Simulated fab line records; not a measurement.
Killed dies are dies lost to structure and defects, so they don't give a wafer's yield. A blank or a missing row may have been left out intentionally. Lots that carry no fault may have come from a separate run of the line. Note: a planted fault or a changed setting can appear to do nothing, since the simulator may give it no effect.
Chamber matching	flow sky130	SKY_CONTACT_CMP_04 on cmp-01 has 4 sister chambers
The step polishes SiO2. 8 wafers are shown with their chamber, then 10 later ones without.

## WAFERS PAIRED WITH THEIR CHAMBERS
wafer	chamber	motor-current-A (A)	time-to-endpoint-s (s)
L832.2	0	12.1	102
L834.5	0	13.2	103
L834.6	1	12.5	98
L843.2	3	11.7	84
L843.3	2	12.3	78
L843.5	1	11.7	65
L845.4	2	12.0	88
L845.5	3	11.5	86

## WAFERS MISSING THEIR CHAMBER
wafer	motor-current-A (A)	time-to-endpoint-s (s)
L845.6	12.7	85
L846.1	12.5	86
L846.2	12.2	77
L846.5	12.1	76
L847.1	12.2	82
L847.4	11.5	81
L847.6	11.7	69
L849.1	11.8	70
L849.2	12.7	75
L849.3	12.3	83

## WHICH CHAMBER EACH WENT THROUGH
wafer	from the rows above	in truth
L845.6	can't be placed: 2 or 1 or 0 or 3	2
L846.1	can't be placed: 2 or 1 or 0 or 3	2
L846.2	can't be placed: 1 or 2 or 3 or 0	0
L846.5	can't be placed: 1 or 2 or 3 or 0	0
L847.1	can't be placed: 2 or 1 or 3 or 0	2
L847.4	can't be placed: 3 or 1 or 2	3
L847.6	can't be placed: 1 or 3 or 2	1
L849.1	can't be placed: 1 or 2 or 3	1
L849.2	can't be placed: 2 or 1 or 0 or 3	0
L849.3	can't be placed: 2 or 1 or 3 or 0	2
Placed correctly: 0 of 10. From these rows, 10 cannot be placed; in 10 the true chamber is one of the candidates. 0 placed wrongly.
How it was worked out, from the rows above alone: a wafer's distance from a chamber is the root of the sum, over the readings, of the square of ((its reading less the chamber's mean) divided by the reading's scatter). If the next closest chamber is less than 2 further off than the closest, the wafer can't be placed; otherwise it belongs to the closest. A chamber's mean is the mean of its shown wafers. The scatter is the square root of a quotient: the sum, over the shown wafers, of each reading's squared deviation from its chamber's mean, divided by wafers minus chambers.
